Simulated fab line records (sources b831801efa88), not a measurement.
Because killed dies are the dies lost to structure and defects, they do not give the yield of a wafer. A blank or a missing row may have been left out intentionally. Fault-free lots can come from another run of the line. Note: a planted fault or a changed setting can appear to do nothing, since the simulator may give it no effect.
fab line records + flow gf180mcu
record
- lots=5
- wafers=15
- last-day=34
route steps=602 shown CONTACT@310 M1@315
lots that met no fault: from a run of the same line without faults
start-h: the number of hours between the record's first day and the start of the first shown wafer of the lot + wait-h: how many hours have passed since the lot's step before this one + " same as the row above + L1.1+2: a row that stands for several wafers + - no value, or no start was given + * or withheld: withheld + < > ~ a bound
route shown NAME@n: names a module that has steps shown in the file, with the first one's number in the route + usual: mean and standard deviation over wafers with no fault + same: alike in all rows + chamber/n: place in a boat + sites: per-site readings + _std_site: how widely they spread, as a standard deviation + _edge_site: inner sites' mean taken away from outer sites' mean + radius-mm: how far each site lies from the wafer's centre + mask NAME#n: copy n + behind: the last tool/chamber to shape the wafer + hold: what put the lot on hold/how long, in hours/how the hold closed + device: the n, p or np transistor that did not switch + end of line: tests run on the same wafers once the route is complete + for a step that has no rows: nothing shown but its recipe + killed: at the first sort, the dies lost to defects and structure; wafer yield is something else + map: per-die view of a wafer (x killed, . not killed, _ where there is no die)
set.NAME: the setting that was run; set.NAME@STEP: the one run at that earlier step + model.NAME: the simulator's own value behind a step, which no gauge read
certain route steps with their lots: each step a table, each wafer a row
services: when a tool's chamber went out of use (start-h, in hours from the record's first day, below 0 if earlier), for how many hours, and the reason
## steps
# step GF_CONTACT_SPUTTER_23
# recipe
- material=TiN
- target-thk-nm=10
- chamber-pressure-pa=5
- power-w=4000
- time-s=40
# usual
- cathode-dc-power-W=4000.0/0.74
- throttle-valve-pct=30.2/1.1
| lot.wafer | tool           | chamber | start-h | wait-h | cathode-dc-power-W | throttle-valve-pct |
|-----------|----------------|---------|---------|--------|--------------------|--------------------|
| L075.1    | pvd-sputter-03 | -       | 391.57  | 0.0    | 4001.2             | 28.9               |
| L075.4    | "              | -       | "       | "      | 3999.9             | 28.3               |
| L075.6    | "              | -       | "       | "      | 4000.2             | 29.3               |
| L077.1    | pvd-sputter-03 | -       | 402.84  | 0.1    | 3998.6             | 28.6               |
| L077.3    | "              | -       | "       | "      | 4000.0             | 28.8               |
| L077.6    | "              | -       | "       | "      | 4000.0             | 29.0               |
| L080.1    | pvd-sputter-01 | -       | 433.89  | 0.0    | 3999.7             | 31.7               |
| L080.5    | "              | -       | "       | "      | 4000.7             | 31.4               |
| L080.6    | "              | -       | "       | "      | 4000.2             | 30.6               |
| L086.1    | pvd-sputter-01 | -       | 479.81  | 0.0    | 3999.8             | 31.8               |
| L086.3    | "              | -       | "       | "      | 3999.9             | 30.3               |
| L086.6    | "              | -       | "       | "      | 4000.1             | 30.7               |
| L094.4    | pvd-sputter-01 | -       | 548.90  | 0.0    | 4000.0             | 30.4               |
| L094.5    | "              | -       | "       | "      | 4001.3             | 30.6               |
| L094.6    | "              | -       | "       | "      | 3998.8             | 31.4               |
# step GF_CONTACT_CVD_24
# recipe
- material=W
- target-thk-nm=300
- time-s=90.339
- temp-c=400
- pressure-torr=40
# usual
- heater-power-w=807/100
| lot.wafer | tool     | chamber | start-h | wait-h | heater-power-w |
|-----------|----------|---------|---------|--------|----------------|
| L075.1    | cvd-w-01 | 0       | 391.61  | 0.0    | 695            |
| L075.4    | "        | 1       | "       | "      | 951            |
| L075.6    | "        | 1       | "       | "      | 943            |
| L077.1    | cvd-w-01 | 0       | 402.92  | 0.0    | 713            |
| L077.3    | "        | 1       | "       | "      | 917            |
| L077.6    | "        | 0       | "       | "      | 688            |
| L080.1    | cvd-w-01 | 0       | 433.93  | 0.0    | 717            |
| L080.5    | "        | 0       | "       | "      | 708            |
| L080.6    | "        | 1       | "       | "      | 932            |
| L086.1    | cvd-w-01 | 0       | 479.85  | 0.0    | 730            |
| L086.3    | "        | 1       | "       | "      | 945            |
| L086.6    | "        | 0       | "       | "      | 696            |
| L094.4    | cvd-w-01 | 1       | 548.95  | 0.0    | 964            |
| L094.5    | "        | 1       | "       | "      | 958            |
| L094.6    | "        | 0       | "       | "      | 709            |
# step GF_CONTACT_RS_MEAS_25
# recipe
- thk-meas-gauge=four-point-probe
- reads=W_of_CONTACT_CVD_24+TiN_of_CONTACT_SPUTTER_23+Ti_of_CONTACT_SPUTTER_22
# usual
- CONTACT_W_RS=0.385/0.0044
| lot.wafer | tool          | chamber | start-h | wait-h | CONTACT_W_RS[ohm/sq] |
|-----------|---------------|---------|---------|--------|----------------------|
| L075.1    | film-metro-02 | -       | 391.71  | 0.1    | 0.380                |
| L075.4    | "             | -       | "       | "      | 0.380                |
| L075.6    | "             | -       | "       | "      | 0.375                |
| L077.1    | film-metro-02 | -       | 403.02  | 0.1    | 0.388                |
| L077.3    | "             | -       | "       | "      | 0.377                |
| L077.6    | "             | -       | "       | "      | 0.389                |
| L080.1    | film-metro-02 | -       | 434.03  | 0.1    | 0.388                |
| L080.5    | "             | -       | "       | "      | 0.386                |
| L080.6    | "             | -       | "       | "      | 0.383                |
| L086.1    | film-metro-02 | -       | 479.95  | 0.1    | 0.386                |
| L086.3    | "             | -       | "       | "      | 0.385                |
| L086.6    | "             | -       | "       | "      | 0.382                |
| L094.4    | film-metro-01 | -       | 549.08  | 0.1    | 0.393                |
| L094.5    | "             | -       | "       | "      | 0.385                |
| L094.6    | "             | -       | "       | "      | 0.388                |
# step GF_CONTACT_THK_MEAS_26
# recipe
- thk-meas-gauge=xrf
- reads=W_of_CONTACT_CVD_24
# usual
- CONTACT_W_THK=313/4
| lot.wafer | tool          | chamber | start-h | wait-h | CONTACT_W_THK[nm] |
|-----------|---------------|---------|---------|--------|-------------------|
| L075.1    | film-metro-02 | -       | 391.83  | 0.1    | 318               |
| L075.4    | "             | -       | "       | "      | 318               |
| L075.6    | "             | -       | "       | "      | 321               |
| L077.1    | film-metro-02 | -       | 403.14  | 0.1    | 310               |
| L077.3    | "             | -       | "       | "      | 323               |
| L077.6    | "             | -       | "       | "      | 308               |
| L080.1    | film-metro-02 | -       | 434.15  | 0.1    | 313               |
| L080.5    | "             | -       | "       | "      | 315               |
| L080.6    | "             | -       | "       | "      | 317               |
| L086.1    | film-metro-02 | -       | 480.07  | 0.1    | 316               |
| L086.3    | "             | -       | "       | "      | 316               |
| L086.6    | "             | -       | "       | "      | 319               |
| L094.4    | film-metro-01 | -       | 549.17  | 0.1    | 306               |
| L094.5    | "             | -       | "       | "      | 313               |
| L094.6    | "             | -       | "       | "      | 313               |
# step GF_CONTACT_CMP_27
# recipe
- stop-on=SiO2
- down-force-psi=3.5
- platen-rpm=60
- t-overpolish-s=15.95
- target-thk-nm=0
- pad-velocity-m-s=0.94248
# usual
- edge-zone-pressure-frac=1.000/0.0046
- motor-current-A=11.3/1.6
- overpolish-run-s=15.950/0.01
- time-to-endpoint-s=74/5
| lot.wafer | tool   | chamber | start-h | wait-h | edge-zone-pressure-frac | motor-current-A | overpolish-run-s | time-to-endpoint-s |
|-----------|--------|---------|---------|--------|-------------------------|-----------------|------------------|--------------------|
| L075.1    | cmp-02 | 3       | 391.89  | 0.1    | 1.001                   | 13.5            | 15.943           | 82                 |
| L075.4    | "      | 2       | "       | "      | 1.003                   | 8.9             | 15.955           | 78                 |
| L075.6    | "      | 0       | "       | "      | 1.010                   | 12.1            | 15.936           | 76                 |
| L077.3    | cmp-02 | 2       | 403.46  | 0.3    | 0.997                   | 8.8             | 15.935           | 75                 |
| L077.1    | "      | 3       | "       | "      | 1.007                   | 13.4            | 15.958           | 80                 |
| L077.6    | "      | 2       | "       | "      | 1.004                   | 8.9             | 15.948           | 76                 |
| L080.1    | cmp-01 | 2       | 434.21  | 0.1    | 0.997                   | 13.0            | 15.951           | 72                 |
| L080.5    | "      | 2       | "       | "      | 1.001                   | 12.1            | 15.947           | 73                 |
| L080.6    | "      | 3       | "       | "      | 0.994                   | 9.7             | 15.945           | 70                 |
| L086.3    | cmp-02 | 0       | 480.18  | 0.1    | 1.002                   | 11.8            | 15.940           | 78                 |
| L086.1    | "      | 1       | "       | "      | 1.005                   | 10.8            | 15.939           | 76                 |
| L086.6    | "      | 0       | "       | "      | 1.003                   | 12.1            | 15.936           | 76                 |
| L094.4    | cmp-02 | 0       | 549.25  | 0.1    | 1.000                   | 12.8            | 15.955           | 75                 |
| L094.5    | "      | 3       | "       | "      | 0.998                   | 12.8            | 15.951           | 81                 |
| L094.6    | "      | 0       | "       | "      | 0.998                   | 12.5            | 15.937           | 75                 |
# step GF_M1_SPUTTER_00
# recipe
- material=Ti
- target-thk-nm=37.5
- arriving-ion-energy-ev=80
- substrate-temp-c=200
- chamber-pressure-pa=2
- power-w=4000
- time-s=150
# usual
- cathode-dc-power-W=4000.1/0.76
- throttle-valve-pct=29.8/1
| lot.wafer | tool           | chamber | start-h | wait-h | cathode-dc-power-W | throttle-valve-pct |
|-----------|----------------|---------|---------|--------|--------------------|--------------------|
| L075.1    | pvd-sputter-01 | -       | 392.19  | 0.2    | 4000.8             | 30.8               |
| L075.4    | "              | -       | "       | "      | 4000.6             | 30.6               |
| L075.6    | "              | -       | "       | "      | 3999.2             | 30.4               |
| L077.1    | pvd-sputter-03 | -       | 403.76  | 0.2    | 3999.4             | 29.1               |
| L077.3    | "              | -       | "       | "      | 4001.0             | 28.6               |
| L077.6    | "              | -       | "       | "      | 4001.0             | 29.4               |
| L080.1    | pvd-sputter-01 | -       | 434.51  | 0.2    | 3999.2             | 31.4               |
| L080.5    | "              | -       | "       | "      | 4001.3             | 30.5               |
| L080.6    | "              | -       | "       | "      | 3999.3             | 30.5               |
| L086.1    | pvd-sputter-03 | -       | 480.43  | 0.1    | 4001.2             | 29.3               |
| L086.3    | "              | -       | "       | "      | 3999.2             | 28.8               |
| L086.6    | "              | -       | "       | "      | 3998.2             | 28.8               |
| L094.4    | pvd-sputter-04 | -       | 549.50  | 0.2    | 3999.6             | 28.3               |
| L094.5    | "              | -       | "       | "      | 4000.8             | 30.7               |
| L094.6    | "              | -       | "       | "      | 4000.8             | 28.2               |
# step GF_M1_SPUTTER_01
# recipe
- material=TiN
- target-thk-nm=30
- power-w=6500
- time-s=25
- chamber-pressure-pa=0.4
# usual
- cathode-dc-power-W=6500.1/1.2
- throttle-valve-pct=29.8/1.1
| lot.wafer | tool           | chamber | start-h | wait-h | cathode-dc-power-W | throttle-valve-pct |
|-----------|----------------|---------|---------|--------|--------------------|--------------------|
| L075.1    | pvd-sputter-01 | -       | 392.29  | 0.1    | 6499.6             | 30.4               |
| L075.4    | "              | -       | "       | "      | 6499.0             | 30.7               |
| L075.6    | "              | -       | "       | "      | 6501.1             | 30.5               |
| L077.1    | pvd-sputter-03 | -       | 403.96  | 0.1    | 6498.2             | 29.2               |
| L077.3    | "              | -       | "       | "      | 6498.1             | 28.9               |
| L077.6    | "              | -       | "       | "      | 6500.6             | 29.3               |
| L080.1    | pvd-sputter-01 | -       | 434.61  | 0.1    | 6500.8             | 31.5               |
| L080.5    | "              | -       | "       | "      | 6499.7             | 30.5               |
| L080.6    | "              | -       | "       | "      | 6499.9             | 30.6               |
| L086.1    | pvd-sputter-03 | -       | 480.53  | 0.1    | 6500.8             | 29.4               |
| L086.3    | "              | -       | "       | "      | 6500.3             | 29.0               |
| L086.6    | "              | -       | "       | "      | 6497.8             | 28.6               |
| L094.4    | pvd-sputter-04 | -       | 549.60  | 0.1    | 6500.1             | 28.3               |
| L094.5    | "              | -       | "       | "      | 6497.0             | 30.9               |
| L094.6    | "              | -       | "       | "      | 6498.5             | 28.1               |
# step GF_M1_SPUTTER_02
# recipe
- material=AlCu
- target-thk-nm=450
- power-w=10600
- time-s=23.9
- chamber-pressure-pa=0.4
# usual
- cathode-dc-power-W=10600/1.9
- throttle-valve-pct=29.7/1
| lot.wafer | tool           | chamber | start-h | wait-h | cathode-dc-power-W | throttle-valve-pct |
|-----------|----------------|---------|---------|--------|--------------------|--------------------|
| L075.1    | pvd-sputter-01 | -       | 392.32  | 0.0    | 10600              | 30.6               |
| L075.4    | "              | -       | "       | "      | 10601              | 30.4               |
| L075.6    | "              | -       | "       | "      | 10600              | 30.6               |
| L077.1    | pvd-sputter-03 | -       | 404.02  | 0.0    | 10598              | 29.1               |
| L077.3    | "              | -       | "       | "      | 10601              | 28.8               |
| L077.6    | "              | -       | "       | "      | 10603              | 29.4               |
| L080.1    | pvd-sputter-01 | -       | 434.64  | 0.0    | 10601              | 31.5               |
| L080.5    | "              | -       | "       | "      | 10604              | 30.4               |
| L080.6    | "              | -       | "       | "      | 10603              | 30.6               |
| L086.1    | pvd-sputter-03 | -       | 480.56  | 0.0    | 10597              | 29.3               |
| L086.3    | "              | -       | "       | "      | 10598              | 29.1               |
| L086.6    | "              | -       | "       | "      | 10600              | 28.9               |
| L094.4    | pvd-sputter-04 | -       | 549.63  | 0.0    | 10599              | 28.0               |
| L094.5    | "              | -       | "       | "      | 10605              | 30.4               |
| L094.6    | "              | -       | "       | "      | 10599              | 28.3               |
# step GF_M1_SPUTTER_03
# recipe
- material=Ti
- target-thk-nm=10
- substrate-temp-c=300
- chamber-pressure-pa=0.3
- power-w=3000
- time-s=6.7
# usual
- cathode-dc-power-W=3000.1/0.6
- throttle-valve-pct=29.7/1.1
| lot.wafer | tool           | chamber | start-h | wait-h | cathode-dc-power-W | throttle-valve-pct |
|-----------|----------------|---------|---------|--------|--------------------|--------------------|
| L075.1    | pvd-sputter-01 | -       | 392.35  | 0.0    | 3000.8             | 30.5               |
| L075.4    | "              | -       | "       | "      | 2999.9             | 30.6               |
| L075.6    | "              | -       | "       | "      | 2999.7             | 30.5               |
| L077.1    | pvd-sputter-03 | -       | 404.08  | 0.0    | 2999.9             | 29.0               |
| L077.3    | "              | -       | "       | "      | 3000.3             | 28.8               |
| L077.6    | "              | -       | "       | "      | 3000.0             | 29.5               |
| L080.1    | pvd-sputter-01 | -       | 434.67  | 0.0    | 3000.0             | 31.6               |
| L080.5    | "              | -       | "       | "      | 3000.7             | 30.5               |
| L080.6    | "              | -       | "       | "      | 3000.3             | 30.4               |
| L086.1    | pvd-sputter-03 | -       | 480.59  | 0.0    | 3000.6             | 29.4               |
| L086.3    | "              | -       | "       | "      | 3000.4             | 29.0               |
| L086.6    | "              | -       | "       | "      | 3000.1             | 28.6               |
| L094.4    | pvd-sputter-04 | -       | 549.66  | 0.0    | 3000.6             | 28.0               |
| L094.5    | "              | -       | "       | "      | 3000.4             | 30.6               |
| L094.6    | "              | -       | "       | "      | 3000.4             | 28.2               |
# step GF_M1_SPUTTER_04
# recipe
- material=TiN
- target-thk-nm=50
- power-w=6500
- time-s=41.7
- chamber-pressure-pa=0.4
# usual
- cathode-dc-power-W=6500.1/1.1
- throttle-valve-pct=29.7/1
| lot.wafer | tool           | chamber | start-h | wait-h | cathode-dc-power-W | throttle-valve-pct |
|-----------|----------------|---------|---------|--------|--------------------|--------------------|
| L075.1    | pvd-sputter-01 | -       | 392.37  | 0.0    | 6499.3             | 30.5               |
| L075.4    | "              | -       | "       | "      | 6500.2             | 30.6               |
| L075.6    | "              | -       | "       | "      | 6499.8             | 30.8               |
| L077.1    | pvd-sputter-03 | -       | 404.12  | 0.0    | 6500.7             | 29.3               |
| L077.3    | "              | -       | "       | "      | 6500.0             | 28.7               |
| L077.6    | "              | -       | "       | "      | 6499.0             | 29.4               |
| L080.1    | pvd-sputter-01 | -       | 434.69  | 0.0    | 6501.8             | 31.3               |
| L080.5    | "              | -       | "       | "      | 6499.4             | 30.7               |
| L080.6    | "              | -       | "       | "      | 6501.3             | 30.3               |
| L086.1    | pvd-sputter-03 | -       | 480.61  | 0.0    | 6499.2             | 29.4               |
| L086.3    | "              | -       | "       | "      | 6500.2             | 29.0               |
| L086.6    | "              | -       | "       | "      | 6498.6             | 29.0               |
| L094.4    | pvd-sputter-04 | -       | 549.68  | 0.0    | 6498.6             | 28.4               |
| L094.5    | "              | -       | "       | "      | 6501.0             | 30.7               |
| L094.6    | "              | -       | "       | "      | 6502.1             | 28.4               |
## services
| tool           | chamber | start-h | hours | kind                   |
|----------------|---------|---------|-------|------------------------|
| cmp-01         | -       | 380.03  | 31.4  | repair                 |
| cmp-01         | -       | 385.67  | 4.3   | repair                 |
| cvd-w-01       | 0       | 406.58  | 6.4   | repair                 |
| cmp-01         | -       | 411.47  | 4.0   | pm                     |
| pvd-sputter-04 | 3       | 412.65  | -     | consumable-replace:kit |
| pvd-sputter-04 | 3       | 412.65  | 18.0  | scheduled-down         |
| pvd-sputter-03 | -       | 413.20  | 1.9   | repair                 |
| cmp-02         | -       | 415.87  | 5.8   | pm                     |
| cvd-w-01       | -       | 423.10  | 6.9   | pm                     |
| pvd-sputter-01 | -       | 426.35  | 3.0   | repair                 |
| pvd-sputter-03 | -       | 432.01  | 9.3   | repair                 |
| cmp-01         | -       | 453.63  | 2.4   | repair                 |
| cmp-01         | -       | 463.53  | 3.3   | repair                 |
| cmp-01         | -       | 474.81  | 0.3   | repair                 |
| cmp-01         | -       | 495.88  | 4.2   | pm                     |
| cmp-01         | -       | 501.59  | 0.4   | repair                 |
| pvd-sputter-03 | 0       | 504.88  | -     | consumable-replace:kit |
| pvd-sputter-03 | 0       | 504.88  | 18.0  | scheduled-down         |
| pvd-sputter-03 | 0       | 504.88  | 18.0  | vent-cycle             |
| pvd-sputter-01 | -       | 508.74  | 2.5   | repair                 |
| pvd-sputter-01 | 2       | 534.99  | -     | consumable-replace:kit |
| pvd-sputter-01 | 2       | 534.99  | 18.0  | scheduled-down         |
| pvd-sputter-01 | 2       | 534.99  | 18.0  | vent-cycle             |
| pvd-sputter-04 | -       | 543.83  | 2.0   | repair                 |
## key
fault none
